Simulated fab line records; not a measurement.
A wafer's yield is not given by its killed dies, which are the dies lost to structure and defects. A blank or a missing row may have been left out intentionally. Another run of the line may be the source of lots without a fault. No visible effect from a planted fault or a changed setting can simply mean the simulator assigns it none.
Comparing a struck lot with a sound one || flow sky130 || 35 steps out of a route of 708
Sound: wafers L301.2, L301.4, L301.6. The struck wafers were L310.1, L310.2, L310.5. The cause comes at the end.
Each step with rows lists, per side, the tool, then ch with its chambers, then its first start. Under that, the readings that differ: sound wafers || struck wafers || difference of the means || sigmas: that difference in standard deviations of wafers without a fault.
alike: readings whose means differ by less than 2 such deviations, and words and numbers that are the same on both sides. not compared: withheld readings, readings that some wafer has no value for, bounds like >300 that may hide the same value, and numbers for which the record gives no deviation and whose values overlap.
The two part at a step that has a row with sigmas, a row that says differs or no value, or rows on one side only. Numbers that have no deviation but don't overlap get no sigmas and don't part them. A reading missing from all wafers of one side parts the sides only when that side holds two or more wafers.

first, 1 step without rows for these wafers: SKY_SD_N_IMPLANT_10.
SKY_SD_N_STRIP_11: strips in O2/N2.
  sound on plasma_asher-03 ch 0,1, day 31 02:03; struck on plasma_asher-02 ch 0,1, day 33 04:50
{"reading": "drypump_motor_current_A (A)", "sound": "5.32 5.24 5.24", "struck": "5.74 5.93 5.91", "difference": "+0.59", "sigmas": "+2"}
  alike: n2_flow_sccm, o2_flow_sccm, oes_product_au, strip_time_to_endpoint_s
  not compared: rf_hours_counter_h
SKY_SD_N_TW_MEAS_12:
  struck on film_metro-02, day 33 04:56; sound on film_metro-02, day 31 02:10
  alike: SD_N_TW
then, 1 step without rows for these wafers: SKY_SD_N_CLEAN_13 (cleans in SC1/SC2, time 150 s).
SKY_SD_N_RTA_14: time 2 s.
  sound on rtp_anneal-01 ch 0, day 31 02:16; struck on rtp_anneal-02 ch 0, day 33 05:04
  alike: anneal_temp_c_max, lamp_power_pct, wafer_temp_C_max
SKY_SD_N_RS_MEAS_16: a four-point-probe measurement.
  struck on film_metro-03, day 33 05:14; sound on film_metro-02, day 31 02:27
  alike: SD_N_RS
SKY_SD_N_RS_MEAS_17: a four-point-probe measurement.
  struck on film_metro-03, day 33 05:21; sound on film_metro-02, day 31 02:34
  alike: SD_P_RS
SKY_SD_N_RS_MEAS_18: a four-point-probe measurement.
  struck on film_metro-03, day 33 05:28; sound on film_metro-02, day 31 02:41
  alike: RES_XHIGH_RS
then, 2 steps without rows for these wafers: SKY_SALICIDE_CLEAN_00 (cleans in HF-last, time 30 s); SKY_LI_CONTACT_HDPCVD_00 (deposits PSG, target thk 930 nm, time 155 s).
SKY_LI_CONTACT_THK_MEAS_01:
  struck on film_metro-04, day 33 05:43; sound on film_metro-03, day 31 02:55
  alike: LI_CONTACT_HDPCVD_THK
SKY_LI_CONTACT_CMP_02: polishes PSG.
  sound on cmp-02 ch 1,2, day 31 02:58; struck on cmp-01 ch 0,1,3, day 33 05:52
{"reading": "time_to_endpoint_s (s)", "sound": "32.7 31.8 32.5", "struck": "41.6 41.8 38.1", "difference": "+8.2", "sigmas": "+3"}
{"reading": "model.PSG_of_LI_CONTACT_HDPCVD_00.thk_nm (nm)", "sound": "596.6 596.3 596.6", "struck": "537.6 537.6 537.6", "difference": -58.9, "sigmas": ""}
  alike: edge_zone_pressure_frac, motor_current_A
SKY_LI_CONTACT_BOW_MEAS_03:
  struck on film_metro-04, day 33 06:23; sound on film_metro-03, day 31 03:17
{"reading": "LI_CONTACT_BOW (um)", "sound": "54 70 55", "struck": "- - -", "difference": "no value on the struck wafers", "sigmas": ""}
  not compared: hold
then, 7 steps without rows for these wafers: SKY_LI_CONTACT_HMDS_05 (prime time 60 s); SKY_LI_CONTACT_COAT_06 (resist thk 60 nm); SKY_LI_CONTACT_COAT_07 (resist thk 450 nm); SKY_LI_CONTACT_SOFTBAKE_08 (time 90 s); SKY_LI_CONTACT_EXPOSE_09 (exposes mask LICM1, target cd 170 nm); SKY_LI_CONTACT_PEB_10; SKY_LI_CONTACT_DEVELOP_11 (develop time 60 s).
SKY_LI_CONTACT_CD_MEAS_12 targets a cd of 170 nm.
  struck on cd_sem-02, day 34 08:37; sound on cd_sem-01, day 32 07:13
  alike: cd_nm
SKY_LI_CONTACT_OVL_MEAS_13:
  struck on overlay-01, day 34 08:44; sound on overlay-02, day 32 07:19
  alike: LI_CONTACT_OVL
then, 1 step without rows for these wafers: SKY_LI_CONTACT_ETCH_14 (etches BARC in N2/H2, stops on SiO2, time 45.9 s, target depth 60 nm).
SKY_LI_CONTACT_ETCH_15: etches PSG in C4F8/O2/Ar, stops on Si, target depth 600 nm.
  sound on rie_diel-01 ch 2,3, day 32 07:23; struck on rie_diel-01 ch 0,1,2, day 34 08:49
{"reading": "oes_product_au (a.u.)", "sound": "0.838 0.840 0.828", "struck": "0.791 0.787 0.797", "difference": -0.044, "sigmas": -9}
{"reading": "model.LI_CONTACT.feature_depth_nm (nm)", "sound": "596.6 596.3 596.6", "struck": "537.6 537.6 537.6", "difference": -58.9, "sigmas": ""}
{"reading": "model.etch.depth_nm (nm)", "sound": "596.6 596.3 596.6", "struck": "537.6 537.6 537.6", "difference": -58.9, "sigmas": ""}
then, 3 steps without rows for these wafers: SKY_LI_CONTACT_STRIP_16 (strips in O2/N2); SKY_LI_CONTACT_CLEAN_17 (cleans in NMP, time 600 s); SKY_LI_CONTACT_PRE_CLEAN_18 (time 5.6 s).
SKY_LI_CONTACT_SPUTTER_19: material Ti, target thk 20 nm, time 106.37 s.
  struck on pvd_sputter-03, day 34 09:13; sound on pvd_sputter-03, day 32 07:46
  alike: throttle_valve_pct
SKY_LI_CONTACT_SPUTTER_20: material TiN, target thk 20 nm, time 80 s.
  struck on pvd_sputter-03, day 34 09:17; sound on pvd_sputter-03, day 32 07:50
  alike: throttle_valve_pct
then, 1 step without rows for these wafers: SKY_LI_CONTACT_CVD_21 (deposits W, target thk 400 nm, time 120.56 s).
SKY_LI_CONTACT_RS_MEAS_22: a four-point-probe measurement.
  struck on film_metro-02, day 34 09:28; sound on film_metro-04, day 32 08:03
  alike: LI_CONTACT_W_RS
SKY_LI_CONTACT_THK_MEAS_23: measures by xrf.
  struck on film_metro-02, day 34 09:35; sound on film_metro-04, day 32 08:10
  alike: LI_CONTACT_W_THK
SKY_LI_CONTACT_CMP_24: polishes, stops on PSG, t overpolish 20 s, target thk 0 nm.
  sound on cmp-01 ch 1,3, day 32 08:16; struck on cmp-02 ch 0,2,3, day 34 09:42
{"reading": "model.PSG_of_LI_CONTACT_HDPCVD_00.thk_nm (nm)", "sound": "587.1 586.8 587.1", "struck": "528.1 528.2 528.1", "difference": -58.9, "sigmas": ""}
  alike: edge_zone_pressure_frac, motor_current_A
SKY_LOCAL_INTERCONNECT_SPUTTER_00: material TiN, target thk 100 nm, time 83.3 s.
  struck on pvd_sputter-03, day 34 09:57; sound on pvd_sputter-01, day 32 08:31
  alike: throttle_valve_pct
-- here the record skips 16 days between the struck wafers' starts before and after, leaving off in module LOCAL_INTERCONNECT and picking up in module PAD_OPEN (first step shown: number 708 of the route) --
SKY_PAD_OPEN_PROBE_99:
  struck on prober-01, day 50 02:32; sound on prober-02, day 48 13:34
{"reading": "model.etest.licon_pdiff.rc_ohm", "sound": "589.7 567.1 563.6", "struck": "540.1 557.6 548.5", "difference": -24.7, "sigmas": ""}
{"reading": "model.etest.cap_li_to_poly.c_af_um2", "sound": "97.35 99.75 97.03", "struck": "117.7 118.1 119", "difference": "+20.2", "sigmas": ""}
{"reading": "model.etest.licon_ndiff.rc_ohm", "sound": "190.9 179.5 185.2", "struck": "169.9 169.9 169.1", "difference": -15.6, "sigmas": ""}
{"reading": "model.etest.licon_poly.rc_ohm", "sound": "155.8 155.4 154.5", "struck": "145.6 140.2 143.7", "difference": -12.1, "sigmas": ""}
{"reading": "model.etest.cap_li_to_well.c_af_um2", "sound": "37.07 37.24 37.51", "struck": "39.3 39.55 38.66", "difference": "+1.9", "sigmas": ""}
  alike: killed_at_M0_to_M3, killed_at_M4_up, killed_at_contacts, killed_at_front_end, killed_at_other, killed_dies, killed_open, killed_short

## WHERE THEY PART
First at SKY_SD_N_STRIP_11; last, within this record, at SKY_LI_CONTACT_ETCH_15. Later steps at which nothing parts them and some readings are alike: SKY_LI_CONTACT_SPUTTER_19, SKY_LI_CONTACT_SPUTTER_20, SKY_LI_CONTACT_RS_MEAS_22, SKY_LI_CONTACT_THK_MEAS_23, SKY_LI_CONTACT_CMP_24, SKY_LOCAL_INTERCONNECT_SPUTTER_00, SKY_PAD_OPEN_PROBE_99.

WHY: what the simulator had put in
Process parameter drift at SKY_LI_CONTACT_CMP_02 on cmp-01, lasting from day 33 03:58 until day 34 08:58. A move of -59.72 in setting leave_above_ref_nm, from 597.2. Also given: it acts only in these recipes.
